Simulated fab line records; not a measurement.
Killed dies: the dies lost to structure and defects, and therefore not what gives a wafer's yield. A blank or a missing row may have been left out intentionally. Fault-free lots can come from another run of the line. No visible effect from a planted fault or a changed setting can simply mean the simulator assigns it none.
What tool caused it? ; flow sky130 ; Sampling: 12 lots, 36 wafers, 4 of 708 route steps

WHAT THE GAUGES SHOWED, per wafer
SKY_METAL3_OVL_MEAS_14. Usual: METAL3_OVL gives -1 nm (standard deviation 6).
lot;measured;on;METAL3_OVL (nm);flag
L980;day 38 01:51;overlay-02;-2 -6 -3;
L984;day 39 14:28;overlay-01;-10 -2 -6;
L985;day 40 04:24;overlay-02;-6 4 13;
L986;day 40 18:57;overlay-01;-12 4 -10;
L987;day 40 22:08;overlay-01;-1 -8 -3;
L990;day 42 02:35;overlay-01;7 -1 -4;
L991;day 42 03:45;overlay-02;4 -1 8;
L994;day 42 16:27;overlay-01;-9 1 1;
L998;day 44 00:40;overlay-02;1 1 12;
L100;day 44 06:01;overlay-01;-9 2 -3;
L101;day 44 12:42;overlay-01;-9 4 -3;
L102;day 44 18:56;overlay-02;-1 -10 1;

SKY_VIA3_THK_MEAS_23: measures by xrf. Usual: VIA3_W_THK gives 377 nm (standard deviation 7.5).
lot;measured;on;VIA3_W_THK (nm);flag
L980;day 39 05:50;film_metro-04;379 382 382;
L984;day 40 17:21;film_metro-03;387 389 384;
L985;day 41 07:29;film_metro-01;373 378 376;
L986;day 41 21:49;film_metro-04;381 377 379;
L987;day 42 00:32;film_metro-04;376 380 379;
L990;day 43 03:59;film_metro-01;371 364 372;
L991;day 43 05:56;film_metro-01;370 372 377;
L994;day 43 18:24;film_metro-04;383 382 374;
L998;day 45 01:14;film_metro-04;381 381 383;
L100;day 45 06:47;film_metro-03;396 390 395;
L101;day 45 13:04;film_metro-03;372 371 372;
L102;day 45 18:41;film_metro-03;385 388 390;

TOOL THAT RAN EACH LOT (tool first, then ch and the chambers of the sampled wafers, then the start)
lot;SKY_METAL3_ETCH_17;SKY_VIA3_ETCH_14
L980;rie_diel-03 ch 0,2, day 38 02:01;rie_diel-01 ch 2,3, day 39 04:50
L984;rie_diel-03 ch 1,2,3, day 39 14:37;rie_diel-02 ch 1,2, day 40 16:17
L985;rie_diel-04 ch 1,3, day 40 04:42;rie_diel-04 ch 0,1, day 41 06:29
L986;rie_diel-04 ch 0,2,3, day 40 19:14;rie_diel-04 ch 0,2,3, day 41 20:47
L987;rie_diel-04 ch 0,1,2, day 40 22:19;rie_diel-01 ch 0,2, day 41 23:32
L990;rie_diel-03 ch 0,2,3, day 42 02:46;rie_diel-01 ch 0,3, day 43 02:59
L991;rie_diel-01 ch 0,2,3, day 42 03:55;rie_diel-01 ch 0,2,3, day 43 04:56
L994;rie_diel-01 ch 0,1,2, day 42 16:37;rie_diel-02 ch 0,1,3, day 43 17:23
L998;rie_diel-01 ch 0,1, day 44 00:49;rie_diel-01 ch 0,1,3, day 45 00:02
L100;rie_diel-04 ch 0,2,3, day 44 06:10;rie_diel-01 ch 1,2,3, day 45 05:47
L101;rie_diel-01 ch 1,2,3, day 44 12:52;rie_diel-01 ch 1,2,3, day 45 11:35
L102;rie_diel-01 ch 1,2, day 44 19:09;rie_diel-04 ch 0,1,3, day 45 17:41
- SKY_METAL3_ETCH_17: etches SiO2 in C4F8/O2/Ar, stops on TiN, time 3.9 s, target depth 15 nm.
- SKY_VIA3_ETCH_14: etches BARC in N2/H2, stops on SiO2, time 45.9 s, target depth 60 nm.

WHAT THE TOOLS THEMSELVES READ (means of the sampled wafers that have a number; where no wafer has one, the mark that the record gives instead)
SKY_METAL3_ETCH_17. Usual: chamber_pressure_mTorr 40.00 mTorr, standard deviation 0.038; oes_product_au 0.753 a.u., standard deviation 0.0075; rf_fwd_power_W 1466 W, standard deviation 6.4.
lot;tool;chamber_pressure_mTorr (mTorr);oes_product_au (a.u.);rf_fwd_power_W (W);flag
L980;rie_diel-03;39.96;0.743;1466;
L984;rie_diel-03;39.97;0.753;1466;
L985;rie_diel-04;39.99;0.761;1463;
L986;rie_diel-04;40.02;0.750;1469;
L987;rie_diel-04;40.03;0.747;1463;
L990;rie_diel-03;40.02;0.757;1467;
L991;rie_diel-01;39.98;0.744;1463;
L994;rie_diel-01;40.00;0.763;1467;
L998;rie_diel-01;39.96;0.760;1470;
L100;rie_diel-04;39.99;0.751;1466;
L101;rie_diel-01;40.02;0.754;1467;
L102;rie_diel-01;40.03;0.747;1461;

SKY_VIA3_ETCH_14. Usual: chamber_pressure_mTorr 30.002 mTorr, standard deviation 0.027; drypump_motor_current_A 5.5 A, standard deviation 0.39; oes_product_au 0.854 a.u., standard deviation 0.005; rf_fwd_power_W 494.5 W, standard deviation 1.9; throttle_valve_pct 13.226 %, standard deviation 0.0085.
lot;tool;chamber_pressure_mTorr (mTorr);drypump_motor_current_A (A);oes_product_au (a.u.);rf_fwd_power_W (W);throttle_valve_pct (%);flag
L980;rie_diel-01;29.983;5.6;0.851;496.3;13.224;
L984;rie_diel-02;29.982;6.1;0.849;492.6;13.235;
L985;rie_diel-04;29.993;5.8;0.852;494.4;13.214;
L986;rie_diel-04;29.979;5.1;0.854;494.3;13.233;
L987;rie_diel-01;30.023;5.5;0.859;494.6;13.227;
L990;rie_diel-01;30.006;5.2;0.858;493.3;13.226;
L991;rie_diel-01;30.012;5.4;0.856;495.3;13.230;
L994;rie_diel-02;30.004;5.7;0.858;493.2;13.223;
L998;rie_diel-01;30.005;5.3;0.853;494.4;13.220;
L100;rie_diel-01;23.991;5.6;0.851;495.2;13.225;OFF
L101;rie_diel-01;24.013;5.6;0.858;494.1;13.226;OFF
L102;rie_diel-04;30.014;5.5;0.853;492.4;13.223;

THE ANSWER, worked out from the rows above alone
Rule: lot off if the mean of its wafers having a number is beyond 3 standard deviations from the usual mean. Also off: a lot with no number at a reading for which 4 or more lots have one. Where the step has rows for the other lots, those lots are counted as sound. Order of review: gauges by route order, followed by the tools' own readings, for which a lot's mean as printed above is used. At the first step where some lot is off, the reading lying furthest off is the one used; lots without a number count as furthest.
Off: L100, L101 (SKY_VIA3_ETCH_14, chamber_pressure_mTorr).
A tool fits if, at that step or a process step before it, it ran every lot that is off, and no sound lot after the first of them. One fits: rie_diel-01 at SKY_VIA3_ETCH_14. Its last sound lot is L998 (day 45 00:02), its first lot that is off L100 (day 45 05:47): a fault that began between those two fits.
The tool's own readings at SKY_VIA3_ETCH_14 bear it out: on the lots that are off they differ by more than 5 times the standard deviation of the sound lots' means. chamber_pressure_mTorr reads 24.002 mTorr there against 30.000 mTorr on the sound lots.

WHAT THE SIMULATOR HAD INSERTED
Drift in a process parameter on rie_diel-01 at SKY_VIA3_ETCH_14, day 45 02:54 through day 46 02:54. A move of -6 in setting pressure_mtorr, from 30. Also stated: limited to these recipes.
Shown lots that were struck: L100, L101. The rule above found the same.
